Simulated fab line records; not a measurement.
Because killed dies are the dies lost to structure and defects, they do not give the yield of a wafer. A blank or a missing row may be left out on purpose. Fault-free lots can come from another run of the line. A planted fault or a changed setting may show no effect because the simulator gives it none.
Which tool is to blame? | flow sky130 | 11 lots with 32 wafers sampled at 3 steps, on a route of 708 steps

## WHAT THE GAUGES SHOWED, per wafer
SKY_CAPM_THK_MEAS_04: measures by xrf.
lot  | measured     | on            | CAPM_TIN_THK (nm)
L524 | day 37 21:08 | film metro-03 | 202 198 196
L531 | day 40 00:44 | film metro-01 | 227 203 204
L535 | day 41 14:01 | film metro-03 | 227 202
L536 | day 41 18:56 | film metro-04 | 201 200 199
L537 | day 42 01:48 | film metro-01 | 202 205 201
L538 | day 42 14:33 | film metro-03 | 196 199 198
L543 | day 43 16:37 | film metro-04 | 204 203 201
L544 | day 43 16:57 | film metro-01 | 201 202 198
L545 | day 43 22:08 | film metro-04 | 195 196 196
L546 | day 44 01:00 | film metro-04 | 199 201 199
L547 | day 44 05:25 | film metro-03 | 194 194 195

## WHAT TOOL EACH LOT RAN ON (gives the tool, then ch and the chambers of the sampled wafers, and finally the start)
lot  | SKY_METAL2_DESCUM_17              | SKY_CAPM_SPUTTER_02
L524 | rie metal-01 ch 0,1, day 36 16:16 | pvd sputter-02, day 37 20:55
L531 | rie metal-01 ch 0,1, day 38 19:58 | pvd sputter-02, day 40 00:31
L535 | rie metal-01 ch 1, day 40 09:59   | pvd sputter-02, day 41 13:47
L536 | rie metal-01 ch 0,1, day 40 14:48 | pvd sputter-01, day 41 18:43
L537 | rie metal-01 ch 0,1, day 40 20:56 | pvd sputter-01, day 42 01:33
L538 | rie metal-01 ch 0,1, day 41 11:13 | pvd sputter-04, day 42 14:19
L543 | rie metal-01 ch 0,1, day 42 13:17 | pvd sputter-01, day 43 16:23
L544 | rie metal-04 ch 0,1, day 42 13:38 | pvd sputter-02, day 43 16:43
L545 | rie metal-01 ch 1, day 42 19:58   | pvd sputter-04, day 43 21:53
L546 | rie metal-04 ch 0,1, day 42 22:05 | pvd sputter-02, day 44 00:47
L547 | rie metal-01 ch 1, day 43 03:09   | pvd sputter-04, day 44 05:11
- SKY_METAL2_DESCUM_17: chemistry O2, time 8 s.
- SKY_CAPM_SPUTTER_02: material TiN, target thk 200 nm, time 166.7 s.

## THE ANSWER, worked out from the rows above alone
Rule: the usual values come from the lots themselves. Put in order of their means at a reading, lots are off if they are a third of the lots or fewer, leave a main group of 4 or more, and stand apart from it by a gap of 3 or more times the standard deviation of the main group's means; of several such gaps the widest counts. A main group whose means are all the same, to the digits that the tables above print for the reading, isn't used. Also off: a lot with no number at a reading for which 4 or more lots have one. All remaining lots with rows at the step are treated as sound.
Off: at SKY_CAPM_THK_MEAS_04 (CAPM_TIN_THK), L531, L535. Main group: mean 199 nm, sd 2.7.
A tool fits if, at a process step before that reading, it ran every lot that is off, and no sound lot after the first of them. The gauges at SKY_CAPM_THK_MEAS_04 are tried like those tools. Not one of the candidates tried fits.

## WHAT THE SIMULATOR PUT IN
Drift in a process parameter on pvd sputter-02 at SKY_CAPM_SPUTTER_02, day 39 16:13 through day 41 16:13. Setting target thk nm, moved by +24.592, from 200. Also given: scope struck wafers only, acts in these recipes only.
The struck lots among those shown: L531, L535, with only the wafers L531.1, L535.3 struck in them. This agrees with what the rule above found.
